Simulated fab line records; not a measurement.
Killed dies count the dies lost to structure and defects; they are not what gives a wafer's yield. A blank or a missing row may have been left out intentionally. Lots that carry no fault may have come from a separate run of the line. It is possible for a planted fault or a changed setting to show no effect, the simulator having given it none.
Comparing a struck lot with a sound one | flow sky130 | 17 out of 708 route steps
Sound: the wafers L832.3, L832.4, L832.6. The struck wafers were L845.1, L845.3, L845.4. The cause comes at the end.
At each step with rows: each side's tool, then ch and its chambers, then its first start. Under that, the readings that differ: sound wafers | struck wafers | difference of the means | sigmas: that difference in standard deviations of wafers without a fault.
alike: readings whose means differ by less than 2 such deviations, and words and numbers that are the same on both sides. not compared: withheld readings, readings that some wafer has no value for, bounds like >300 that may hide the same value, and numbers for which the record gives no deviation and whose values overlap.
A row with sigmas, a row that says differs or no value, or rows on one side alone: a step with any of these is where the two part. Non-overlapping numbers with no deviation appear without sigmas and do not part them. A reading that every wafer of one side lacks parts them only if that side has two wafers or more.

first, 1 step without rows for these wafers: SKY_LDD_N_IMPLANT_15.
SKY_LDD_N_STRIP_16: strips in O2/N2.
  sound on plasma asher-01 ch 0,1, day 19 20:38; struck on plasma asher-01 ch 0,1, day 24 07:56
  alike: drypump motor current A, oes product au, strip time to endpoint s
  not compared: rf hours counter h
SKY_LDD_N_TW_MEAS_17:
  sound: film metro-02 at day 19 20:43; struck: film metro-02 at day 24 08:02
  alike: LDD_N_TW
then, 7 steps without rows for these wafers: SKY_LDD_P_DEHYDRATE_00 (time 60 s); SKY_LDD_P_HMDS_01 (prime time 60 s); SKY_LDD_P_COAT_02 (resist thk 1140 nm); SKY_LDD_P_SOFTBAKE_03 (time 60 s); SKY_LDD_P_EXPOSE_04 (exposes mask PSDM, target cd 380 nm); SKY_LDD_P_PEB_05; SKY_LDD_P_DEVELOP_06 (develop time 60 s).
SKY_LDD_P_CD_MEAS_07 targets a cd of 380 nm.
  sound: cd sem-01 at day 21 03:39; struck: cd sem-02 at day 25 12:46
  alike: cd nm
SKY_LDD_P_OVL_MEAS_08:
  sound: overlay-02 at day 21 03:44; struck: overlay-01 at day 25 12:53
  alike: LDD_P_OVL
SKY_LDD_P_IMPLANT_09:
  sound on implanter-02 ch 0, day 21 03:49; struck on implanter-01 ch 0, day 25 12:55
  reading            | sound                          | struck                     | difference | sigmas
  dose ions cm2      | 9.984e+12 1.0018e+13 9.994e+12 | 9.94e+11 9.94e+11 9.92e+11 | -9.01e+12  | -99 or more
  faraday current uA | 56.9 57.4 54.7                 | 5.6 5.6 5.7                | -50.7      | -46
  alike: beam on s
SKY_LDD_P_STRIP_10: strips in O2/N2.
  sound on plasma asher-01 ch 0,1, day 21 03:57; struck on plasma asher-01 ch 0,1, day 25 13:04
  alike: drypump motor current A, oes product au, strip time to endpoint s
  not compared: rf hours counter h
SKY_LDD_P_TW_MEAS_11:
  sound: film metro-04 at day 21 04:02; struck: film metro-03 at day 25 13:10
  reading  | sound       | struck      | difference | sigmas
  LDD_P_TW | 629 633 627 | 324 319 319 | -309       | -42
then, 1 step without rows for these wafers: SKY_LDD_HVN_DEHYDRATE_00 (time 60 s).
-- a jump in the record: the struck wafers' starts before and after are 24 days apart (it breaks off in module LDD_HVN and resumes in module PAD_OPEN, where the first step shown is number 708 of the route) --
SKY_PAD_OPEN_PROBE_99:
  sound: prober-01 at day 47 05:25; struck: prober-01 at day 50 00:14
  reading                                 | sound             | struck                        | difference | sigmas
  model.etest.tip p.rs ohm sq             | 6805 6861 6878    | 5.507e+04 5.804e+04 5.686e+04 | +4.981e+04 |
  model.etest.tip p.rs ohm sq range       | 212.7 233.4 233   | 2957 2291 2989                | +2519      |
  model.etest.pfet_01v8.r on ohm um       | 2873 2908 2866    | 3066 3096 3040                | +185       |
  model.etest.pfet_01v8.drive ua um       | 194.8 193.5 196.4 | 178.9 176 180.9               | -16.3      |
  model.etest.sram pfet latch.drive ua um | 145.6 138.9 147.6 | 137.3 131.8 136.5             | -8.8       |
  model.etest.pfet_01v8_hvt.drive ua um   | 144.1 143.8 146.7 | 134.6 130.3 133.8             | -12.0      |
  model.etest.pfet_01v8_mvt.drive ua um   | 152.7 150.8 153.1 | 146 143.3 147.4               | -7         |
  alike: killed_at_M0_to_M3, killed_at_M4_up, killed at contacts, killed at front end, killed at other, killed dies, killed open, killed short
  not compared: model.etest.tip p.rs ohm sq rim less centre

## WHERE THEY PART
Earliest at SKY_LDD_P_IMPLANT_09; latest, in this record, at SKY_LDD_P_TW_MEAS_11. Later steps at which nothing parts them and some readings are alike: SKY_PAD_OPEN_PROBE_99.

WHY: whatever the simulator had introduced
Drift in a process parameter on implanter-01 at SKY_LDD_P_IMPLANT_09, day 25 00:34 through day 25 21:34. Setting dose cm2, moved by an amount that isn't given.
